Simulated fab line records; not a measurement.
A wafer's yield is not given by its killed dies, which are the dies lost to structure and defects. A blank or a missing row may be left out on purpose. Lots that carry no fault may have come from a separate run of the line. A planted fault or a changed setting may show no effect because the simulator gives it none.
fab line records | flow sky130
[record] lots = 7 | wafers = 21 | last-day = 50
route steps=708 shown VIA2@526 METAL3@532 CAPM@537 PAD_OPEN@708
lots with no fault: from the same line, run without faults
start-h: hours from the record's first day to the start of the lot's first wafer shown | wait-h: hours from the lot's prior step to this one | " identical to the entry in the row above | L1.1+2: a row that stands for several wafers | - no value, or no start was given | * or withheld: withheld | < > ~ a bound
route shown NAME@n: names a module that has steps shown in the file, with the first one's number in the route | usual: average and standard deviation across the fault-free wafers | same: alike in all rows | chamber/n: place in a boat | sites: per-site readings | _std_site: standard deviation across them | _edge_site: mean of outer sites minus mean of inner sites | radius-mm: for every site, how far away it sits from the centre of the wafer | mask NAME#n: copy n | behind: the most recent tool/chamber to have shaped the wafer | hold: cause of the lot's hold/its duration in hours/its outcome | device: the n, p or np transistor that did not switch | end of line: at the end of the route, the tests of the same wafers | a step without rows: its recipe alone | killed: dies that structure and defects cost at the first sort, which is not the same as the wafer's yield | map: a wafer's dies, marking killed ones x, the rest . and places with no die _
set.NAME: the run value of the setting; set.NAME@STEP: its run value at that earlier step | model.NAME: the simulator's own value behind a step, which no gauge read
lots at selected steps of the route; one table per step, one row per wafer
services: from which hour (start-h, from the record's first day; less than 0 if before it) a tool's chamber was out of use, for how many hours, and why
[[steps]]
[step SKY_VIA2_CLEAN_19]
[recipe] chemistry = O3/DIW | dry = n2-spin
[step SKY_VIA2_SPUTTER_20]
[recipe] material = TiN | target-thk-nm = 20 | chamber-pressure-pa = 5 | power-w = 4000 | time-s = 80
[usual] throttle-valve-pct = 30.2/1.2
lot.wafer | tool           | chamber | start-h | wait-h | throttle-valve-pct
L396.1    | pvd-sputter-03 | -       | 870.27  | 0.0    | 28.4
L396.2    | "              | -       | "       | "      | 30.0
L396.6    | "              | -       | "       | "      | 30.5
L397.1    | pvd-sputter-03 | -       | 873.77  | 0.0    | 30.0
L397.2    | "              | -       | "       | "      | 30.6
L397.5    | "              | -       | "       | "      | 29.9
L399.2    | pvd-sputter-04 | -       | 890.92  | 0.0    | 29.9
L399.4    | "              | -       | "       | "      | 28.5
L399.5    | "              | -       | "       | "      | 28.7
L412.1    | pvd-sputter-03 | -       | 975.68  | 0.0    | 30.6
L412.5    | "              | -       | "       | "      | 30.7
L412.6    | "              | -       | "       | "      | 30.0
L413.2    | pvd-sputter-01 | -       | 980.14  | 0.0    | 31.4
L413.5    | "              | -       | "       | "      | 31.2
L413.6    | "              | -       | "       | "      | 28.7
L414.3    | pvd-sputter-03 | -       | 990.88  | 0.0    | 28.7
L414.5    | "              | -       | "       | "      | 30.0
L414.6    | "              | -       | "       | "      | 30.6
L417.1    | pvd-sputter-04 | -       | 1010.96 | 0.0    | 28.6
L417.3    | "              | -       | "       | "      | 29.6
L417.6    | "              | -       | "       | "      | 32.5
[step SKY_VIA2_CVD_21]
[recipe] material = W | target-thk-nm = 420 | time-s = 126.4 | temp-c = 400 | pressure-torr = 40
[step SKY_VIA2_RS_MEAS_22]
[recipe] thk-meas-gauge = four-point-probe | reads = W_of_VIA2_CVD_21+TiN_of_VIA2_SPUTTER_20
[usual] VIA2_W_RS = 0.2745/0.0026
lot.wafer | tool          | chamber | start-h | wait-h | VIA2_W_RS[ohm/sq]
L396.1    | film-metro-02 | -       | 870.46  | 0.1    | 0.2717
L396.2    | "             | -       | "       | "      | 0.2775
L396.6    | "             | -       | "       | "      | 0.2744
L397.1    | film-metro-01 | -       | 873.96  | 0.1    | 0.2712
L397.2    | "             | -       | "       | "      | 0.2748
L397.5    | "             | -       | "       | "      | 0.2722
L399.2    | film-metro-01 | -       | 891.27  | 0.2    | 0.2748
L399.4    | "             | -       | "       | "      | 0.2751
L399.5    | "             | -       | "       | "      | 0.2752
L412.1    | film-metro-01 | -       | 975.87  | 0.1    | 0.2726
L412.5    | "             | -       | "       | "      | 0.2760
L412.6    | "             | -       | "       | "      | 0.2729
L413.2    | film-metro-01 | -       | 980.35  | 0.1    | 0.2755
L413.5    | "             | -       | "       | "      | 0.2746
L413.6    | "             | -       | "       | "      | 0.2765
L414.3    | film-metro-01 | -       | 991.12  | 0.1    | 0.2768
L414.5    | "             | -       | "       | "      | 0.2773
L414.6    | "             | -       | "       | "      | 0.2748
L417.1    | film-metro-03 | -       | 1011.16 | 0.1    | 0.2713
L417.3    | "             | -       | "       | "      | 0.2675
L417.6    | "             | -       | "       | "      | 0.2724
[step SKY_VIA2_THK_MEAS_23]
[recipe] thk-meas-gauge = xrf | reads = W_of_VIA2_CVD_21
[usual] VIA2_W_THK = 416/5.8
lot.wafer | tool          | chamber | start-h | wait-h | VIA2_W_THK[nm]
L396.1    | film-metro-02 | -       | 870.58  | 0.1    | 416
L396.2    | "             | -       | "       | "      | 409
L396.6    | "             | -       | "       | "      | 407
L397.1    | film-metro-01 | -       | 874.08  | 0.1    | 423
L397.2    | "             | -       | "       | "      | 418
L397.5    | "             | -       | "       | "      | 422
L399.2    | film-metro-01 | -       | 891.38  | 0.1    | 413
L399.4    | "             | -       | "       | "      | 412
L399.5    | "             | -       | "       | "      | 411
L412.1    | film-metro-01 | -       | 975.99  | 0.1    | 421
L412.5    | "             | -       | "       | "      | 419
L412.6    | "             | -       | "       | "      | 425
L413.2    | film-metro-01 | -       | 980.46  | 0.1    | 422
L413.5    | "             | -       | "       | "      | 421
L413.6    | "             | -       | "       | "      | 419
L414.3    | film-metro-01 | -       | 991.22  | 0.1    | 413
L414.5    | "             | -       | "       | "      | 409
L414.6    | "             | -       | "       | "      | 413
L417.1    | film-metro-03 | -       | 1011.28 | 0.1    | 421
L417.3    | "             | -       | "       | "      | 426
L417.6    | "             | -       | "       | "      | 421
[step SKY_VIA2_CMP_24]
[recipe] stop-on = SiO2 | t-overpolish-s = 20 | down-force-psi = 3.5 | platen-rpm = 60 | target-thk-nm = 0 | pad-velocity-m-s = 0.94248
[usual] edge-zone-pressure-frac = 1.000/0.0053 | motor-current-A = 11.1/1.2 | overpolish-run-s = 20.001/0.009 | time-to-endpoint-s = 101/3.9
lot.wafer | tool   | chamber | start-h | wait-h | edge-zone-pressure-frac | motor-current-A | overpolish-run-s | time-to-endpoint-s
L396.1    | cmp-01 | 0       | 870.64  | 0.1    | 0.993                   | 11.1            | 20.003           | 98
L396.2    | "      | 3       | "       | "      | 1.001                   | 10.2            | 19.993           | 98
L396.6    | "      | 0       | "       | "      | 0.998                   | 10.9            | 20.004           | 98
L397.2    | cmp-01 | 1       | 874.14  | 0.0    | 0.996                   | 11.1            | 20.005           | 100
L397.1    | "      | 2       | "       | "      | 0.992                   | 10.0            | 20.018           | 97
L397.5    | "      | 1       | "       | "      | 1.000                   | 10.7            | 19.995           | 97
L399.2    | cmp-01 | 1       | 891.43  | 0.0    | 1.005                   | 11.1            | 19.996           | 103
L399.4    | "      | 0       | "       | "      | 0.996                   | 11.3            | 20.000           | 98
L399.5    | "      | 2       | "       | "      | 1.003                   | 9.7             | 20.009           | 98
L412.1    | cmp-01 | 1       | 976.35  | 0.3    | 1.007                   | 11.2            | 20.015           | 105
L412.6    | "      | 1       | "       | "      | 0.999                   | 10.7            | 19.999           | 105
L412.5    | "      | 2       | "       | "      | 1.000                   | 10.0            | 19.989           | 101
L413.2    | cmp-01 | 1       | 980.61  | 0.1    | 1.000                   | 10.7            | 19.993           | 104
L413.6    | "      | 3       | "       | "      | 1.004                   | 10.0            | 20.000           | 106
L413.5    | "      | 0       | "       | "      | 1.003                   | 10.4            | 19.999           | 103
L414.3    | cmp-02 | 1       | 991.31  | 0.1    | 1.007                   | 10.9            | 19.997           | 104
L414.6    | "      | 0       | "       | "      | 1.001                   | 12.6            | 19.995           | 105
L414.5    | "      | 1       | "       | "      | 1.014                   | 10.9            | 20.010           | 104
L417.3    | cmp-01 | 0       | 1011.34 | 0.0    | 1.003                   | 11.2            | 19.994           | 108
L417.1    | "      | 2       | "       | "      | 0.997                   | 9.6             | 20.001           | 106
L417.6    | "      | 1       | "       | "      | 1.006                   | 10.7            | 19.998           | 108
[step SKY_METAL3_SPUTTER_00]
[recipe] material = Ti | target-thk-nm = 15 | power-w = 3000 | time-s = 10 | chamber-pressure-pa = 0.4
[usual] throttle-valve-pct = 30.2/1.2
lot.wafer | tool           | chamber | start-h | wait-h | throttle-valve-pct
L396.1    | pvd-sputter-04 | -       | 870.94  | 0.2    | 29.5
L396.2    | "              | -       | "       | "      | 29.6
L396.6    | "              | -       | "       | "      | 32.4
L397.1    | pvd-sputter-02 | -       | 874.44  | 0.2    | 29.3
L397.2    | "              | -       | "       | "      | 30.3
L397.5    | "              | -       | "       | "      | 31.1
L399.2    | pvd-sputter-02 | -       | 891.73  | 0.2    | 30.9
L399.4    | "              | -       | "       | "      | 29.0
L399.5    | "              | -       | "       | "      | 29.1
L412.1    | pvd-sputter-04 | -       | 976.65  | 0.2    | 29.5
L412.5    | "              | -       | "       | "      | 29.8
L412.6    | "              | -       | "       | "      | 32.4
L413.2    | pvd-sputter-01 | -       | 980.81  | 0.1    | 30.3
L413.5    | "              | -       | "       | "      | 32.0
L413.6    | "              | -       | "       | "      | 29.9
L414.3    | pvd-sputter-02 | -       | 991.56  | 0.2    | 30.8
L414.5    | "              | -       | "       | "      | 30.6
L414.6    | "              | -       | "       | "      | 30.8
L417.1    | pvd-sputter-01 | -       | 1011.64 | 0.1    | 28.4
L417.3    | "              | -       | "       | "      | 30.0
L417.6    | "              | -       | "       | "      | 31.4
[step SKY_METAL3_SPUTTER_01]
[recipe] material = TiN | target-thk-nm = 20 | power-w = 6500 | time-s = 16.7 | chamber-pressure-pa = 0.4
[usual] throttle-valve-pct = 30.2/1.2
lot.wafer | tool           | chamber | start-h | wait-h | throttle-valve-pct
L396.1    | pvd-sputter-04 | -       | 870.97  | 0.0    | 29.9
L396.2    | "              | -       | "       | "      | 30.2
L396.6    | "              | -       | "       | "      | 32.4
L397.1    | pvd-sputter-02 | -       | 874.47  | 0.0    | 29.3
L397.2    | "              | -       | "       | "      | 30.2
L397.5    | "              | -       | "       | "      | 31.1
L399.2    | pvd-sputter-02 | -       | 891.75  | 0.0    | 30.7
L399.4    | "              | -       | "       | "      | 28.9
L399.5    | "              | -       | "       | "      | 29.1
L412.1    | pvd-sputter-04 | -       | 976.67  | 0.0    | 29.8
L412.5    | "              | -       | "       | "      | 30.0
L412.6    | "              | -       | "       | "      | 32.4
L413.2    | pvd-sputter-01 | -       | 980.83  | 0.0    | 30.1
L413.5    | "              | -       | "       | "      | 32.5
L413.6    | "              | -       | "       | "      | 30.1
L414.3    | pvd-sputter-02 | -       | 991.58  | 0.0    | 30.8
L414.5    | "              | -       | "       | "      | 30.2
L414.6    | "              | -       | "       | "      | 30.5
L417.1    | pvd-sputter-01 | -       | 1011.66 | 0.0    | 28.7
L417.3    | "              | -       | "       | "      | 30.1
L417.6    | "              | -       | "       | "      | 31.3
[step SKY_METAL3_SPUTTER_02]
[recipe] material = AlCu | target-thk-nm = 735 | power-w = 10600 | time-s = 39.1 | chamber-pressure-pa = 0.4
[step SKY_METAL3_SPUTTER_03]
[recipe] material = Ti | target-thk-nm = 5 | power-w = 3000 | time-s = 3.3 | chamber-pressure-pa = 0.4
[usual] throttle-valve-pct = 30.2/1.2
lot.wafer | tool           | chamber | start-h | wait-h | throttle-valve-pct
L396.1    | pvd-sputter-04 | -       | 871.04  | 0.0    | 29.7
L396.2    | "              | -       | "       | "      | 29.7
L396.6    | "              | -       | "       | "      | 32.6
L397.1    | pvd-sputter-02 | -       | 874.53  | 0.0    | 29.5
L397.2    | "              | -       | "       | "      | 30.3
L397.5    | "              | -       | "       | "      | 30.8
L399.2    | pvd-sputter-02 | -       | 891.81  | 0.0    | 30.9
L399.4    | "              | -       | "       | "      | 29.0
L399.5    | "              | -       | "       | "      | 29.4
L412.1    | pvd-sputter-04 | -       | 976.73  | 0.0    | 29.7
L412.5    | "              | -       | "       | "      | 30.0
L412.6    | "              | -       | "       | "      | 32.2
L413.2    | pvd-sputter-01 | -       | 980.90  | 0.0    | 30.2
L413.5    | "              | -       | "       | "      | 32.2
L413.6    | "              | -       | "       | "      | 30.1
L414.3    | pvd-sputter-02 | -       | 991.64  | 0.0    | 30.8
L414.5    | "              | -       | "       | "      | 30.2
L414.6    | "              | -       | "       | "      | 30.9
L417.1    | pvd-sputter-01 | -       | 1011.73 | 0.0    | 28.4
L417.3    | "              | -       | "       | "      | 30.2
L417.6    | "              | -       | "       | "      | 31.2
[step SKY_METAL3_SPUTTER_04]
[recipe] material = TiN | target-thk-nm = 70 | power-w = 6500 | time-s = 58.3 | chamber-pressure-pa = 0.4
[step SKY_CAPM_CVD_00]
[recipe] material = SiO2 | target-thk-nm = 15.5 | temp-c = 400 | time-s = withheld | rf-w = 450
[step SKY_CAPM_THK_MEAS_01]
[recipe] reads = SiO2_of_CAPM_CVD_00
[usual] CAPM_CVD_00_THK = 15.63/0.22
lot.wafer | tool          | chamber | start-h | wait-h | CAPM_CVD_00_THK[nm]
L396.1    | film-metro-01 | -       | 871.14  | -      | 15.38
L396.2    | "             | -       | "       | "      | 15.53
L396.6    | "             | -       | "       | "      | 15.86
L397.1    | film-metro-02 | -       | 874.62  | -      | 15.30
L397.2    | "             | -       | "       | "      | 15.45
L397.5    | "             | -       | "       | "      | 15.48
L399.2    | film-metro-04 | -       | 891.91  | -      | 15.92
L399.4    | "             | -       | "       | "      | 15.70
L399.5    | "             | -       | "       | "      | 15.94
L412.1    | film-metro-02 | -       | 976.82  | -      | 18.36
L412.5    | "             | -       | "       | "      | 18.66
L412.6    | "             | -       | "       | "      | 18.46
L413.2    | film-metro-02 | -       | 981.00  | -      | 18.52
L413.5    | "             | -       | "       | "      | 18.77
L413.6    | "             | -       | "       | "      | 18.70
L414.3    | film-metro-02 | -       | 991.75  | -      | 18.45
L414.5    | "             | -       | "       | "      | 18.62
L414.6    | "             | -       | "       | "      | 18.92
L417.1    | film-metro-01 | -       | 1011.84 | -      | 15.48
L417.3    | "             | -       | "       | "      | 16.07
L417.6    | "             | -       | "       | "      | 15.90
[step SKY_CAPM_SPUTTER_02]
[recipe] material = TiN | target-thk-nm = 200 | temp-c = 300 | power-w = 6500 | time-s = 166.7 | chamber-pressure-pa = 0.4
[step SKY_PAD_OPEN_PROBE_99]
[usual] defect-limited-yield = 81.9/2 | killed_at_M0_to_M3 = 43/6.5 | killed_at_M4_up = 3.2/1.8 | killed-at-contacts = 26/5.2 | killed-at-front-end = 16/4.8 | killed-at-other = 0.3/0.6 | killed-dies = 89/9.6 | killed-open = 48/7.1 | killed-short = 40/6.4 | sort_bin_3_pad_short = 0.9/0.37 | sort_bin_5_function = 10.7/1.4 | sort_bin_6_memory = 6.5/1.2 | sort-n-pass = 403/9.6 | sort-yield-pct = 81.9/2
[same] gross-dies = 492 | killed-at-back-side = 0 | sort_bin_4_leakage[%] = 0 | sort_bin_8_speed[%] = 0
lot.wafer | tool      | chamber | start-h | wait-h | defect-limited-yield[%] | killed_at_M0_to_M3 | killed_at_M4_up | killed-at-contacts | killed-at-front-end | killed-at-other | killed-dies | killed-open | killed-short | sort_bin_3_pad_short[%] | sort_bin_5_function[%] | sort_bin_6_memory[%] | sort-n-pass | sort-yield-pct[%]
L396.1    | prober-02 | -       | 1093.28 | 0.1    | 78.5                    | 55                 | 5               | 29                 | 17                  | 0               | 106         | 58          | 48           | 1.4                     | 13.8                   | 6.3                  | 386         | 78.5
L396.2    | prober-02 | -       | 1093.33 | 0.1    | 84.6                    | 40                 | 2               | 25                 | 8                   | 1               | 76          | 41          | 34           | 1.8                     | 7.7                    | 5.9                  | 416         | 84.6
L396.6    | prober-02 | -       | 1093.53 | 0.2    | 82.3                    | 37                 | 2               | 25                 | 22                  | 1               | 87          | 44          | 42           | 0.6                     | 10.6                   | 6.5                  | 405         | 82.3
L397.1    | prober-02 | -       | 1096.48 | 0.1    | 82.9                    | 41                 | 6               | 24                 | 13                  | 0               | 84          | 42          | 42           | 0.6                     | 10.2                   | 6.3                  | 408         | 82.9
L397.2    | prober-02 | -       | 1096.53 | 0.1    | 82.1                    | 43                 | 2               | 26                 | 17                  | 0               | 88          | 48          | 39           | 1.0                     | 11.4                   | 5.5                  | 404         | 82.1
L397.5    | prober-02 | -       | 1096.68 | 0.2    | 83.5                    | 35                 | 3               | 20                 | 23                  | 0               | 81          | 48          | 33           | 1.0                     | 9.3                    | 6.1                  | 411         | 83.5
L399.2    | prober-02 | -       | 1109.20 | 0.1    | 82.9                    | 42                 | 2               | 23                 | 17                  | 0               | 84          | 56          | 27           | 0.6                     | 9.8                    | 6.7                  | 408         | 82.9
L399.4    | prober-02 | -       | 1109.30 | 0.2    | 82.5                    | 38                 | 5               | 29                 | 13                  | 1               | 86          | 52          | 33           | 1.2                     | 10.4                   | 5.9                  | 406         | 82.5
L399.5    | prober-02 | -       | 1109.35 | 0.2    | 82.5                    | 38                 | 1               | 29                 | 18                  | 0               | 86          | 50          | 35           | 0.8                     | 11.8                   | 4.9                  | 406         | 82.5
L412.1    | prober-01 | -       | 1174.75 | 0.1    | 83.9                    | 43                 | 0               | 27                 | 8                   | 1               | 79          | 36          | 42           | 1.0                     | 9.6                    | 5.5                  | 413         | 83.9
L412.5    | prober-01 | -       | 1174.95 | 0.2    | 82.3                    | 41                 | 2               | 27                 | 17                  | 0               | 87          | 48          | 39           | 0.8                     | 9.3                    | 7.5                  | 405         | 82.3
L412.6    | prober-01 | -       | 1175.00 | 0.2    | 81.5                    | 36                 | 3               | 37                 | 15                  | 0               | 91          | 42          | 49           | 1.4                     | 10.4                   | 6.7                  | 401         | 81.5
// killed by level:class
L396.1 LI_CONTACT:geometric-particle:open=15 VIA1:geometric-particle:open=11 METAL2:geometric-particle:short=10 VIA1:geometric-particle:short=9 VIA2:geometric-particle:open=8 CONTACT:geometric-particle:open=6 POLY_GATE:geometric-particle:short=4 METAL3:geometric-particle:short=4
L396.2 CONTACT:geometric-particle:open=9 VIA1:geometric-particle:open=7 LI_CONTACT:geometric-particle:open=7 VIA2:geometric-particle:open=7 CONTACT:geometric-particle:short=6 METAL1:geometric-particle:short=5 VIA1:geometric-particle:short=5 METAL2:geometric-particle:short=4
L396.6 CONTACT:geometric-particle:open=9 VIA1:geometric-particle:open=8 POLY_GATE:geometric-particle:short=7 CONTACT:geometric-particle:short=7 VIA3:geometric-particle:open=7 VIA2:geometric-particle:open=7 FIELD_ISO:geometric-particle:short=5 LI_CONTACT:geometric-particle:short=4
L397.1 CONTACT:geometric-particle:open=11 METAL2:geometric-particle:short=9 METAL1:geometric-particle:short=8 VIA3:geometric-particle:open=7 METAL4:geometric-particle:short=6 VIA1:geometric-particle:open=6 LI_CONTACT:geometric-particle:open=5 VIA2:geometric-particle:open=5
L397.2 VIA1:geometric-particle:open=16 CONTACT:geometric-particle:open=9 VIA2:geometric-particle:open=8 CONTACT:geometric-particle:short=8 FIELD_ISO:geometric-particle:short=5 FIELD_ISO:geometric-particle:open=5 METAL1:geometric-particle:short=5 POLY_GATE:geometric-particle:short=4
L397.5 VIA1:geometric-particle:open=11 CONTACT:geometric-particle:open=9 FIELD_ISO:geometric-particle:open=7 POLY_GATE:geometric-particle:short=7 LI_CONTACT:geometric-particle:open=6 METAL1:geometric-particle:short=5 VIA2:geometric-particle:open=5 VIA2:geometric-particle:short=4
L399.2 CONTACT:geometric-particle:open=10 VIA1:geometric-particle:open=10 VIA3:geometric-particle:open=10 LI_CONTACT:geometric-particle:open=9 FIELD_ISO:geometric-particle:short=5 VIA3:geometric-particle:short=5 VIA2:geometric-particle:open=5 SPACER:geometric-particle:open=3
L399.4 CONTACT:geometric-particle:open=15 VIA1:geometric-particle:open=13 LI_CONTACT:geometric-particle:open=8 METAL1:geometric-particle:short=6 POLY_GATE:geometric-particle:short=4 LI_CONTACT:geometric-particle:short=4 VIA1:geometric-particle:short=4 METAL4:geometric-particle:short=4
L399.5 CONTACT:geometric-particle:open=13 VIA1:geometric-particle:open=12 METAL1:geometric-particle:short=6 CONTACT:geometric-particle:short=6 VIA3:geometric-particle:open=6 LOCAL_INTERCONNECT:geometric-particle:short=5 FIELD_ISO:geometric-particle:open=4 SPACER:geometric-particle:open=3
L412.1 CONTACT:geometric-particle:open=9 LI_CONTACT:geometric-particle:open=7 VIA1:geometric-particle:short=7 METAL2:geometric-particle:short=6 CONTACT:geometric-particle:short=5 METAL1:geometric-particle:short=5 METAL3:geometric-particle:short=5 VIA3:geometric-particle:open=5
L412.5 VIA1:geometric-particle:open=14 CONTACT:geometric-particle:open=9 LI_CONTACT:geometric-particle:open=9 POLY_GATE:geometric-particle:short=8 METAL1:geometric-particle:short=8 METAL2:geometric-particle:short=5 LOCAL_INTERCONNECT:geometric-particle:short=5 POLY_CUT:geometric-particle:short=4
L412.6 VIA1:geometric-particle:open=10 LI_CONTACT:geometric-particle:open=9 CONTACT:geometric-particle:open=8 POLY_GATE:geometric-particle:short=7 LI_CONTACT:geometric-particle:short=6 CONTACT:geometric-particle:short=6 FIELD_ISO:geometric-particle:open=5 LOCAL_INTERCONNECT:geometric-particle:short=5
[[services]]
tool           | chamber | start-h | hours | kind
pvd-sputter-04 | -       | 857.11  | 7.0   | repair
pvd-sputter-02 | -       | 866.86  | 5.3   | repair
pvd-sputter-01 | -       | 871.03  | 0.7   | repair
pvd-sputter-03 | -       | 880.05  | 2.3   | repair
pvd-sputter-03 | -       | 904.78  | 3.0   | repair
cmp-02         | -       | 912.02  | 4.0   | pm
cmp-02         | -       | 916.02  | -     | consumable-replace:conditioner
cmp-02         | -       | 916.02  | -     | consumable-replace:pad
cmp-02         | -       | 917.17  | 0.5   | repair
pvd-sputter-04 | -       | 938.77  | 1.9   | repair
cmp-02         | -       | 941.99  | 5.3   | pm
pvd-sputter-03 | -       | 944.10  | 1.9   | repair
pvd-sputter-03 | -       | 946.71  | 4.6   | repair
cmp-01         | -       | 966.31  | 6.5   | pm
cmp-02         | -       | 973.02  | 6.3   | pm
cmp-01         | -       | 999.58  | 1.9   | repair
cmp-02         | -       | 1006.54 | 0.9   | repair
[[key]]
[first-sign] step = SKY_CAPM_THK_MEAS_01 | reading = CAPM_CVD_00_THK | direction = up | sigmas = 13 | usual = 15.63 | struck = 18.61
effect none on later readings
met-at SKY_CAPM_THK_MEAS_01
struck-wafers L412.1,L412.5,L412.6,L413.2,L413.5,L413.6,L414.3,L414.5,L414.6
onset-between 874.62 976.82
also-fits SKY_VIA2_RS_MEAS_22:film-metro-01,SKY_VIA2_THK_MEAS_23:film-metro-01
[fault] kind = metrology-matching-offset | tool = film-metro-02 | chamber = - | onset-h = 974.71 | steps = SKY_CAPM_THK_MEAS_01 | param = thk-nm | offset = 2.9536
